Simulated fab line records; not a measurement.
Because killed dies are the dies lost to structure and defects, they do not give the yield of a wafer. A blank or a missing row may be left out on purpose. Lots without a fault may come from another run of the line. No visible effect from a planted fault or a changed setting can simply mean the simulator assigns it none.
8D (eight disciplines) problem report, filled in by code :: flow gf180mcu :: the parts of the form that need people (team, actions taken, sign-off) are left out

1. THE ISSUE
Mean of rf_fwd_power_W at GF_M5_ETCH_09: 912 W across 2 wafers in 2 lots; on wafers with no fault it is 787 W (standard deviation 4.5). Measured from the usual mean, that is +28 standard deviations.
The step: etches Si3N4 in CF4/O2, target depth 52 nm, time 11.6 s.
First observed at day 29 14:43: wafer L418.4, on rie_diel-02. Wafers with a number at this step in the record: 18, from 6 lots. Rule for "out" (also "out of limits"): further than 4 standard deviations from the usual mean. The other wafers with a number count as sound.

2. WHAT IT IS AND WHAT IT IS NOT
question: which readings at this step
is: rf_fwd_power_W, oes_product_au
is not: -

question: which lots
is: L418, L422
is not: L411, L416, L426, L430

question: which wafers of those lots
is: L418.4, L422.3
is not: L418.3, L418.5, L422.1, L422.4

question: read on which tools
is: rie_diel-02
is not: rie_diel-01, rie_diel-04

question: when
is: from day 29 14:43
is not: up to then (8 sound wafers); but 8 sound wafers of L422, L426, L430 came after

3. THE SUSPECTS, EACH WITH WHAT RULES IT OUT
Counting: if a tool at a process step up to the reading ran every lot that is out, it stays a suspect. Sound lots after the first of them don't rule it out here, since some wafers of a struck lot are sound.
- plasma_asher-03 at GF_MIM_STRIP_20 (strips in O2/N2): kept. It processed each lot that is out (first: L418, day 28 19:04); up to then, its last sound lot is L416 (day 28 05:00).
- rie_diel-02 at GF_M5_ETCH_09 (etches Si3N4 in CF4/O2, target depth 52 nm, time 11.6 s): kept. It processed each lot that is out (first: L418, day 29 14:43); up to then, its last sound lot is L416 (day 29 01:07). On those wafers its own readings are out: oes_product_au, rf_fwd_power_W.
- rie_diel-02, GF_M5_ETCH_09: wafers that are out in chamber 0, sound lot-mates in chambers 1, 2, 3.
Left after counting: plasma_asher-03 at GF_MIM_STRIP_20, rie_diel-02 at GF_M5_ETCH_09.

4. THE CAUSE (what the simulator had put in)
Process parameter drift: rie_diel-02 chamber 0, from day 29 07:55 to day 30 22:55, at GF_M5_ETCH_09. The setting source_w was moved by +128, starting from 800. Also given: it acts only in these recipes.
This tool is one of the 2 suspects left after counting.

5. SEQUENCE OF EFFECTS, ordered by route
Each row: a reading whose mean over the struck wafers that have a number lies more than 3 standard deviations from the usual. Only readings for which the record gives a usual standard deviation are gone through. hours: the time from each lot's start at the first step in this table that gives one to its start at this step, as a median over the lots. sigmas: the change in usual standard deviations.
hours: 0
step: GF_M5_ETCH_09
reading: oes_product_au
usual: 0.999 a.u.
on struck wafers: 1.082
change: +0.083
sigmas: +8.3

hours: 0
step: GF_M5_ETCH_09
reading: rf_fwd_power_W
usual: 787 W
on struck wafers: 912
change: +125
sigmas: +28
Its process steps:
- GF_M5_ETCH_09: etches Si3N4 in CF4/O2, target depth 52 nm, time 11.6 s.

6. WHAT WOULD HAVE CAUGHT IT SOONER
In this record no reading fell out of limits until day 29 14:43, 7 hours after the fault had begun at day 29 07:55.
